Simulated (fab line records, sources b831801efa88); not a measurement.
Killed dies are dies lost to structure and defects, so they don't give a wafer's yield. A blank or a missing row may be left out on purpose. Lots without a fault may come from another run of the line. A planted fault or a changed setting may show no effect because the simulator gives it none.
Which tool did it? | flow sky130 | 6 lots, 18 wafers sampled, at 3 steps of a route of 708

WHAT THE GAUGES READ, wafer by wafer
SKY_NWELL_TW_MEAS_26.
lot  | measured     | on            | NWELL_2_TW
L322 | day 6 00:14  | film_metro-01 | 489.9 491.5 489.8
L325 | day 6 17:53  | film_metro-03 | 493.3 491.6 493.0
L327 | day 7 07:51  | film_metro-02 | 496.9 495.9 495.7
L332 | day 8 15:44  | film_metro-01 | 577.9 580.8 578.5 580.6 579.5 582.2
L334 | day 9 10:01  | film_metro-03 | 585.6 586.6 586.2 587.5 586.2 588.8
L342 | day 11 06:20 | film_metro-02 | 497.1 493.9 498.0

WHICH TOOL RAN EACH LOT (tool, then ch and the chambers of the sampled wafers, then the start)
lot  | SKY_DNWELL_STRIP_08                 | SKY_NWELL_IMPLANT_24
L322 | plasma_asher-01 ch 0,1, day 3 18:59 | implanter-04 ch 0, day 5 23:59
L325 | plasma_asher-02 ch 0,1, day 4 11:56 | implanter-04 ch 0, day 6 17:38
L327 | plasma_asher-04 ch 0,1, day 4 23:05 | implanter-01 ch 0, day 7 07:38
L332 | plasma_asher-04 ch 0,1, day 6 04:35 | implanter-04 ch 0, day 8 15:29
L334 | plasma_asher-04 ch 0, day 6 19:47   | implanter-04 ch 0, day 9 09:46
L342 | plasma_asher-01 ch 0,1, day 8 11:59 | implanter-01 ch 0, day 11 06:05
- SKY_DNWELL_STRIP_08: strips in O2/N2.
- SKY_NWELL_IMPLANT_24

THE ANSWER, worked out from the rows above alone
Rule: what is usual is taken from the lots themselves. Put in order of their means at a reading, lots are off if they are a third of the lots or fewer, leave a main group of 4 or more, and stand apart from it by a gap of 3 or more times the standard deviation of the main group's means; of several such gaps the widest counts. A main group whose means are all the same, to the digits that the tables above print for the reading, isn't used. A lot without any number at a reading at which 4 lots or more have one is off too. The other lots that the step has rows for count as sound.
Off: L332, L334, at SKY_NWELL_TW_MEAS_26 (NWELL_2_TW). The main group: mean 493.9, standard deviation 2.5.
A tool fits if, at a process step before that reading, it ran every lot that is off, and no sound lot after the first of them. The gauges at SKY_NWELL_TW_MEAS_26 are tried like those tools. Can't be told from this: 2 tools fit, plasma_asher-04 at SKY_DNWELL_STRIP_08, implanter-04 at SKY_NWELL_IMPLANT_24.

WHAT THE SIMULATOR HAD PUT IN
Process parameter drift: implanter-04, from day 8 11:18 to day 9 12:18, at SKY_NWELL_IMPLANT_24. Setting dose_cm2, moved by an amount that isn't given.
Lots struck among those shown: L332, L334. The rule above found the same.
